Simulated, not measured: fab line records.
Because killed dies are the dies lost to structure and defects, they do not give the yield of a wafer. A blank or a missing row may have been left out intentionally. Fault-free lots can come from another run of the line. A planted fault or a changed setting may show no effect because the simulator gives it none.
Comparing a struck lot with a sound one + flow sky130 + 15 out of 708 route steps
Sound: the wafers L566.2, L566.4, L566.5. Wafers struck: L571.1, L571.2, L571.5. The cause is named last.
Order at every step that has rows: each side's tool, ch and its chambers, its first start. Under that, the readings that differ: sound wafers + struck wafers + difference of the means + sigmas: that difference in standard deviations of wafers without a fault.
alike: words and numbers the same on both sides, and readings whose means are apart by under 2 such deviations; not compared: readings that were withheld, readings missing a value for some wafer, numbers with overlapping values and no deviation given by the record, and bounds like >300 which may hide the same value.
A row with sigmas, a row that says differs or no value, or rows on one side alone: a step with any of these is where the two part. Non-overlapping numbers with no deviation appear without sigmas and do not part them. A reading that every wafer of one side lacks parts them only if that side has two wafers or more.

SKY_FIELD_ISO_THK_MEAS_02:
  sound on film-metro-04 at day 2 18:05; struck on film-metro-01 at day 3 19:45
  alike: FIELD_ISO_OXIDATION_00_THK
then, 1 step without rows for these wafers: SKY_FIELD_ISO_CVD_03 (deposits Si3N4 from DCS/NH3, target thk 165 nm, time 2830 s).
SKY_FIELD_ISO_THK_MEAS_04:
  sound on film-metro-03 at day 2 19:56; struck on film-metro-03 at day 3 21:36
  alike: FIELD_ISO_CVD_03_THK
then, 8 steps without rows for these wafers: SKY_FIELD_ISO_DEHYDRATE_05 (time 60 s); SKY_FIELD_ISO_HMDS_06 (prime time 60 s); SKY_FIELD_ISO_COAT_07 (resist thk 59.51 nm); SKY_FIELD_ISO_COAT_08 (resist thk 450 nm); SKY_FIELD_ISO_SOFTBAKE_09 (time 90 s); SKY_FIELD_ISO_EXPOSE_10 (exposes mask FOM, target cd 150 nm); SKY_FIELD_ISO_PEB_11; SKY_FIELD_ISO_DEVELOP_12 (develop time 60 s).
SKY_FIELD_ISO_CD_MEAS_13 targets a cd of 150 nm.
  sound on cd-sem-02 at day 3 10:59; struck on cd-sem-02 at day 4 14:07
  alike: cd-nm
SKY_FIELD_ISO_ETCH_14: etches BARC in N2/H2, stops on SiO2, time 45.9 s, target depth 60 nm.
  sound on rie-diel-04 ch 2,3, day 3 11:05; struck on rie-diel-04 ch 0,2,3, day 4 14:14
| reading    | sound               | struck               | difference | sigmas |
|------------|---------------------|----------------------|------------|--------|
| bias-w (W) | 100.20 99.38 100.07 | 109.95 110.03 110.24 | +10.19     | +38    |
  alike: chamber-pressure-mTorr, drypump-motor-current-A, h2-flow-sccm, oes-product-au, throttle-valve-pct
  not compared: rf-hours-counter-h
SKY_FIELD_ISO_ETCH_15: etches the open film in CHF3/O2, stops on Si, target depth 180 nm, time 72 s.
  sound on rie-diel-04 ch 2,3, day 3 11:07; struck on rie-diel-04 ch 0,2,3, day 4 14:16
  alike: O2_flow_sccm, bias-w, chamber-pressure-mTorr, drypump-motor-current-A, oes-product-au, throttle-valve-pct
  not compared: rf-hours-counter-h
-- the record jumps here: 44 days lie between the struck wafers' starts before and after (it left off in module FIELD_ISO and takes up again in module PAD_OPEN, whose first step shown is number 708 of the route) --
SKY_PAD_OPEN_PROBE_99:
  sound on prober-02 at day 47 00:32; struck on prober-01 at day 48 12:50
| reading     | sound    | struck   | difference | sigmas |
|-------------|----------|----------|------------|--------|
| killed-open | 39 62 59 | 35 42 39 | -15        | -2     |
  alike: killed_at_M0_to_M3, killed_at_M4_up, killed-at-contacts, killed-at-front-end, killed-at-other, killed-dies, killed-on-rim, killed-short

WHERE THEY PART
Earliest at SKY_FIELD_ISO_ETCH_14; latest, in this record, at SKY_PAD_OPEN_PROBE_99.

WHY: the cause the simulator had injected
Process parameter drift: rie-diel-04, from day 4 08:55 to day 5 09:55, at SKY_FIELD_ISO_ETCH_14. Setting bias-w, moved by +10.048, from 100. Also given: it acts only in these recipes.
